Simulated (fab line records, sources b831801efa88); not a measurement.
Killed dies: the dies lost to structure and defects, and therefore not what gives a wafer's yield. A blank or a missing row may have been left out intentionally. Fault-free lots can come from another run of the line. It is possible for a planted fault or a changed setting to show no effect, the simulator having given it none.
Chamber matching    flow gf180mcu    pecvd-01 running GF_V5_CVD_02: 3 sister chambers
The step deposits SiO2 from TEOS, target thk 1450 nm, time 163.28 s. 3 wafers are shown with their chamber, then 12 later ones without.

## WAFERS WITH THEIR CHAMBER
wafer   chamber  heater-power-w (W)
L087.1  2        575
L088.4  0        701
L088.6  1        590

## WAFERS WITH NO CHAMBER GIVEN
wafer   heater-power-w (W)
L089.1  583
L089.3  665
L089.5  711
L095.2  600
L095.3  609
L095.6  569
L096.3  668
L096.4  627
L096.6  678
L097.1  674
L097.2  599
L097.4  728

## THE CHAMBER EACH PASSED THROUGH
wafer    from the rows above            in truth
L089.1   can't be placed: 1 or 2        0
L089.3   can't be placed: 0 or 1        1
L089.5   0                              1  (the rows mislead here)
L095.2   can't be placed: 1 or 2        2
L095.3   can't be placed: 1 or 2        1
L095.6   can't be placed: 2 or 1        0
L096.3   can't be placed: 0 or 1        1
L096.4   can't be placed: 1 or 2 or 0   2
L096.6   0                              0
L097.1   0                              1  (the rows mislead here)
L097.2   can't be placed: 1 or 2        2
L097.4   0                              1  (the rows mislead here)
Correct placement for 1 of the 12. These rows do not allow placing 8 (true chamber among the candidates in 6). 3 placed wrongly.
How it was worked out, from the rows above alone: a wafer's distance from a chamber is the root of the sum, over the readings, of the square of ((its reading less the chamber's mean) divided by the reading's scatter). If the next closest chamber is less than 2 further off than the closest, the wafer can't be placed; otherwise it belongs to the closest. A chamber's mean is the mean of its shown wafers. The scatter: root of mean squared gap, hidden wafer to nearest shown wafer, with one shown wafer a chamber.
